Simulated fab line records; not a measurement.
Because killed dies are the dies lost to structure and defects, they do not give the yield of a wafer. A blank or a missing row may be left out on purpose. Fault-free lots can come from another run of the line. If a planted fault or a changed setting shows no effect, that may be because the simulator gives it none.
Which tool did it? ; flow gf180mcu ; 72 wafers from 24 lots sampled at 6 of the route's 602 steps

## WHAT THE GAUGES READ, wafer by wafer
GF_V2_THK_MEAS_03. Usual: V2_CVD_02_THK gives 855 nm (standard deviation 11).
lot;measured;on;V2_CVD_02_THK (nm);flag
L074;day 19 04:32;filmMetro-02;867 861 867;
L075;day 19 09:28;filmMetro-01;850 863 872;
L076;day 19 21:53;filmMetro-02;840 851 854;
L077;day 20 13:28;filmMetro-04;851 845 857;
L078;day 20 19:20;filmMetro-04;856 847 845;
L079;day 21 03:38;filmMetro-01;846 861 862;
L080;day 21 16:56;filmMetro-02;858 871 868;
L081;day 21 20:12;filmMetro-01;852 859 858;
L082;day 22 11:26;filmMetro-04;845 852 849;
L083;day 22 18:29;filmMetro-01;852 865 873;
L084;day 23 01:06;filmMetro-02;860 845 852;
L085;day 23 09:38;filmMetro-02;857 876 855;
L086;day 23 21:05;filmMetro-04;842 838 856;
L087;day 24 00:10;filmMetro-04;843 856 861;
L088;day 24 04:51;filmMetro-01;840 851 856;
L089;day 24 19:41;filmMetro-04;834 842 856;
L090;day 25 01:28;filmMetro-04;852 850 868;
L091;day 25 07:01;filmMetro-04;832 840 854;
L092;day 25 13:13;filmMetro-02;872 861 864;
L093;day 25 21:06;filmMetro-04;862 857 874;
L094;day 26 12:05;filmMetro-01;856 852 862;
L095;day 26 12:55;filmMetro-04;839 859 853;
L096;day 26 22:01;filmMetro-04;866 852 861;
L097;day 27 00:44;filmMetro-01;850 856 861;

GF_V3_CD_MEAS_14: the cd target is 260 nm. Usual: cdNm 259.9 nm, standard deviation 1.2.
lot;measured;on;cdNm (nm);flag
L074;day 22 07:04;cdSem-01;261.0 260.0 259.8;
L075;day 22 12:35;cdSem-01;260.0 259.8 259.1;
L076;day 23 00:17;cdSem-01;259.4 258.7 258.5;
L077;day 23 15:29;cdSem-01;261.1 262.4 261.7;
L078;day 23 21:01;cdSem-02;262.7 262.1 261.8;
L079;day 24 04:19;cdSem-01;261.1 260.5 260.0;
L080;day 24 18:16;cdSem-01;260.4 258.1 259.7;
L081;day 24 18:59;cdSem-01;259.1 259.4 260.1;
L082;day 25 10:30;cdSem-01;260.3 260.0 260.3;
L083;day 25 16:28;cdSem-01;260.5 259.6 260.0;
L084;day 25 21:49;cdSem-01;260.6 259.5 259.4;
L085;day 26 07:09;cdSem-02;260.3 259.8 260.9;
L086;day 26 19:50;cdSem-02;261.2 261.6 260.2;
L087;day 26 21:29;cdSem-01;257.3 259.2 258.1;
L088;day 27 01:10;cdSem-01;258.5 257.7 258.6;
L089;day 27 13:56;cdSem-02;259.9 259.8 259.0;
L090;day 27 20:09;cdSem-02;257.3 258.2 259.4;
L091;day 28 00:44;cdSem-01;261.3 261.6 262.2;
L092;day 28 04:26;cdSem-01;258.9 258.6 259.4;
L093;day 28 15:39;cdSem-01;260.0 258.8 259.3;
L094;day 29 02:20;cdSem-02;260.4 260.3 259.7;
L095;day 29 03:37;cdSem-02;260.9 258.8 259.7;
L096;day 29 12:26;cdSem-01;259.3 258.4 258.8;
L097;day 29 13:46;cdSem-01;260.5 260.4 260.7;

GF_V4_CD_MEAS_14: the cd target is 260 nm. Usual: cdNm 259.5 nm, standard deviation 1.3.
lot;measured;on;cdNm (nm);flag
L074;day 24 07:04;cdSem-01;257.9 257.5 258.1;
L075;day 24 12:23;cdSem-01;259.6 258.9 259.6;
L076;day 24 23:39;cdSem-01;262.1 261.1 261.1;
L077;day 25 14:56;cdSem-01;256.6 258.2 258.0;
L078;day 25 19:43;cdSem-01;260.0 259.6 260.1;
L079;day 26 02:19;cdSem-01;258.5 257.9 259.2;
L080;day 26 16:05;cdSem-01;261.5 260.8 262.2;
L081;day 26 19:08;cdSem-01;260.9 260.6 260.4;
L082;day 27 05:26;cdSem-02;257.9 256.8 258.3;
L083;day 27 13:32;cdSem-02;258.9 260.5 259.3;
L084;day 27 20:08;cdSem-01;259.7 260.5 260.2;
L085;day 28 02:58;cdSem-02;260.6 260.4 259.4;
L086;day 28 13:44;cdSem-02;256.6 258.8 256.3;
L087;day 28 16:20;cdSem-02;259.3 259.0 259.4;
L088;day 28 20:31;cdSem-01;259.1 259.3 259.2;
L089;day 29 07:22;cdSem-02;259.1 259.1 259.3;
L090;day 29 13:56;cdSem-01;259.8 259.3 260.0;
L091;day 29 19:34;cdSem-01;259.8 259.5 260.8;
L092;day 29 21:31;cdSem-02;259.9 259.4 259.9;
L093;day 30 08:32;cdSem-01;261.0 259.1 258.4;
L094;day 30 18:22;cdSem-02;258.4 258.6 257.9;
L095;day 30 19:55;cdSem-02;258.9 259.5 259.2;
L096;day 31 04:40;cdSem-01;261.4 262.1 261.1;
L097;day 31 05:55;cdSem-02;260.6 259.5 261.8;

GF_V4_RS_MEAS_24: the measuring method here is four-point-probe. Usual: V4_W_RS gives 0.326 ohm/sq (standard deviation 0.0036).
lot;measured;on;V4_W_RS (ohm/sq);flag
L074;day 24 08:07;filmMetro-02;0.324 0.329 0.326;
L075;day 24 13:31;filmMetro-04;0.330 0.332 0.325;
L076;day 25 00:41;filmMetro-01;0.323 0.322 0.324;
L077;day 25 15:59;filmMetro-01;0.324 0.324 0.322;
L078;day 25 20:45;filmMetro-01;0.333 0.326 0.329;
L079;day 26 03:20;filmMetro-01;0.322 0.322 0.319;
L080;day 26 17:09;filmMetro-04;0.322 0.328 0.323;
L081;day 26 20:10;filmMetro-02;0.325 0.329 0.326;
L082;day 27 06:28;filmMetro-02;0.323 0.322 0.320;
L083;day 27 14:35;filmMetro-04;0.330 0.331 0.327;
L084;day 27 21:10;filmMetro-01;0.328 0.328 0.326;
L085;day 28 04:01;filmMetro-01;0.331 0.331 0.330;
L086;day 28 14:47;filmMetro-04;0.321 0.323 0.327;
L087;day 28 17:23;filmMetro-01;0.323 0.328 0.330;
L088;day 28 21:34;filmMetro-04;0.331 0.328 0.328;
L089;day 29 08:24;filmMetro-01;0.324 0.326 0.324;
L090;day 29 15:04;filmMetro-04;0.317 0.322 0.318;
L091;day 29 20:43;filmMetro-02;0.330 0.326 0.331;
L092;day 29 22:33;filmMetro-02;0.329 0.320 0.326;
L093;day 30 09:34;filmMetro-01;0.323 0.327 0.323;
L094;day 30 19:24;filmMetro-01;0.328 0.326 0.322;
L095;day 30 20:56;filmMetro-02;0.321 0.321 0.326;
L096;day 31 05:41;filmMetro-01;0.327 0.326 0.327;
L097;day 31 06:56;filmMetro-01;0.323 0.325 0.325;

## WHICH TOOL RAN EACH LOT (tool, then ch and the chambers of the sampled wafers, then the start)
lot;GF_V3_SPUTTER_22;GF_V4_ETCH_16
L074;pvdSputter-03, day 22 07:56;rieDiel-03 ch 1,2,3, day 24 07:11
L075;pvdSputter-02, day 22 13:26;rieDiel-04 ch 1,2, day 24 12:33
L076;pvdSputter-01, day 23 01:08;rieDiel-02 ch 0,1,2, day 24 23:47
L077;pvdSputter-03, day 23 16:25;rieDiel-04 ch 2,3, day 25 15:05
L078;pvdSputter-01, day 23 21:53;rieDiel-03 ch 1,2,3, day 25 19:52
L079;pvdSputter-02, day 24 05:10;rieDiel-04 ch 1,2,3, day 26 02:26
L080;pvdSputter-01, day 24 19:10;rieDiel-02 ch 1,2,3, day 26 16:14
L081;pvdSputter-01, day 24 19:53;rieDiel-04 ch 0,2, day 26 19:17
L082;pvdSputter-03, day 25 11:22;rieDiel-04 ch 1,2, day 27 05:33
L083;pvdSputter-03, day 25 17:24;rieDiel-02 ch 0,2,3, day 27 13:41
L084;pvdSputter-02, day 25 22:41;rieDiel-03 ch 1,3, day 27 20:17
L085;pvdSputter-02, day 26 08:04;rieDiel-02 ch 2,3, day 28 03:05
L086;pvdSputter-01, day 26 20:46;rieDiel-03 ch 0,1,3, day 28 13:54
L087;pvdSputter-02, day 26 22:25;rieDiel-04 ch 1,2,3, day 28 16:27
L088;pvdSputter-03, day 27 02:02;rieDiel-02 ch 0,1, day 28 20:40
L089;pvdSputter-02, day 27 14:50;rieDiel-04 ch 1,3, day 29 07:29
L090;pvdSputter-02, day 27 21:04;rieDiel-04 ch 0,2, day 29 14:05
L091;pvdSputter-02, day 28 01:39;rieDiel-02 ch 0,1,2, day 29 19:43
L092;pvdSputter-03, day 28 05:20;rieDiel-04 ch 0,1,3, day 29 21:38
L093;pvdSputter-03, day 28 16:32;rieDiel-03 ch 0,3, day 30 08:41
L094;pvdSputter-01, day 29 03:13;rieDiel-02 ch 1,2,3, day 30 18:29
L095;pvdSputter-03, day 29 04:29;rieDiel-03 ch 0,1, day 30 20:03
L096;pvdSputter-01, day 29 13:31;rieDiel-04 ch 0,2,3, day 31 04:48
L097;pvdSputter-01, day 29 14:46;rieDiel-04 ch 2,3, day 31 06:02
- GF_V3_SPUTTER_22: material TiN, target thk 10 nm, time 40 s.
- GF_V4_ETCH_16: etches BARC in N2/H2.

## WHAT THE TOOLS THEMSELVES READ (means of the sampled wafers that have a number; where no wafer has one, the mark that the record gives instead)
GF_V3_SPUTTER_22. Usual: throttleValvePct 30.3 %, standard deviation 1.1.
lot;tool;throttleValvePct (%);flag
L074;pvdSputter-03;29.8;
L075;pvdSputter-02;30.0;
L076;pvdSputter-01;30.6;
L077;pvdSputter-03;31.2;
L078;pvdSputter-01;30.5;
L079;pvdSputter-02;31.3;
L080;pvdSputter-01;30.7;
L081;pvdSputter-01;31.2;
L082;pvdSputter-03;29.6;
L083;pvdSputter-03;29.7;
L084;pvdSputter-02;30.6;
L085;pvdSputter-02;30.8;
L086;pvdSputter-01;31.2;
L087;pvdSputter-02;31.1;
L088;pvdSputter-03;30.2;
L089;pvdSputter-02;30.4;
L090;pvdSputter-02;30.5;
L091;pvdSputter-02;30.1;
L092;pvdSputter-03;29.7;
L093;pvdSputter-03;28.5;
L094;pvdSputter-01;30.1;
L095;pvdSputter-03;29.7;
L096;pvdSputter-01;30.9;
L097;pvdSputter-01;30.6;

GF_V4_ETCH_16. Usual: drypumpMotorCurrentA 5.8 A, standard deviation 0.49; n2FlowSccm 100.05 sccm, standard deviation 0.27; oesProductAu 0.855 a.u., standard deviation 0.0048; throttleValvePct 13.224 %, standard deviation 0.009.
lot;tool;drypumpMotorCurrentA (A);n2FlowSccm (sccm);oesProductAu (a.u.);throttleValvePct (%);flag
L074;rieDiel-03;6.1;99.96;0.853;13.218;
L075;rieDiel-04;5.1;100.34;0.855;13.219;
L076;rieDiel-02;5.9;100.27;0.855;13.230;
L077;rieDiel-04;5.3;100.20;0.855;13.232;
L078;rieDiel-03;6.0;100.25;0.854;13.224;
L079;rieDiel-04;5.4;100.09;0.857;13.217;
L080;rieDiel-02;6.1;99.69;0.858;13.223;
L081;rieDiel-04;5.5;100.13;0.860;13.228;
L082;rieDiel-04;5.3;100.35;0.860;13.214;
L083;rieDiel-02;5.9;100.18;0.858;13.223;
L084;rieDiel-03;5.7;100.08;0.855;13.222;
L085;rieDiel-02;6.2;99.90;0.851;13.217;
L086;rieDiel-03;5.8;99.93;0.858;13.224;
L087;rieDiel-04;5.4;99.98;0.853;13.229;
L088;rieDiel-02;5.7;99.84;0.856;13.223;
L089;rieDiel-04;5.6;99.89;0.855;13.229;
L090;rieDiel-04;5.5;99.95;0.858;13.225;
L091;rieDiel-02;5.9;100.15;0.856;13.223;
L092;rieDiel-04;5.9;100.01;0.851;13.223;
L093;rieDiel-03;5.5;100.09;0.860;13.229;
L094;rieDiel-02;6.1;100.26;0.857;13.224;
L095;rieDiel-03;5.9;99.55;0.856;13.217;
L096;rieDiel-04;5.8;100.00;0.852;13.224;
L097;rieDiel-04;5.6;99.82;0.858;13.234;

## THE ANSWER, worked out from the rows above alone
Rule: take the mean of a lot's wafers that have a number; if it is more than 3 standard deviations from the usual mean, the lot is off. A lot without any number at a reading at which 4 lots or more have one is off too. Where the step has rows for the other lots, those lots are counted as sound. After the gauges, taken in route order, come the tools' own readings; for these a lot's mean is taken, as printed above. The first step at which some lot is off is used, and at that step the reading that is off furthest; a lot without a number counts as furthest.
Across all readings shown, no lot is off: no conclusion can be drawn from this.

## WHAT THE SIMULATOR HAD PUT IN
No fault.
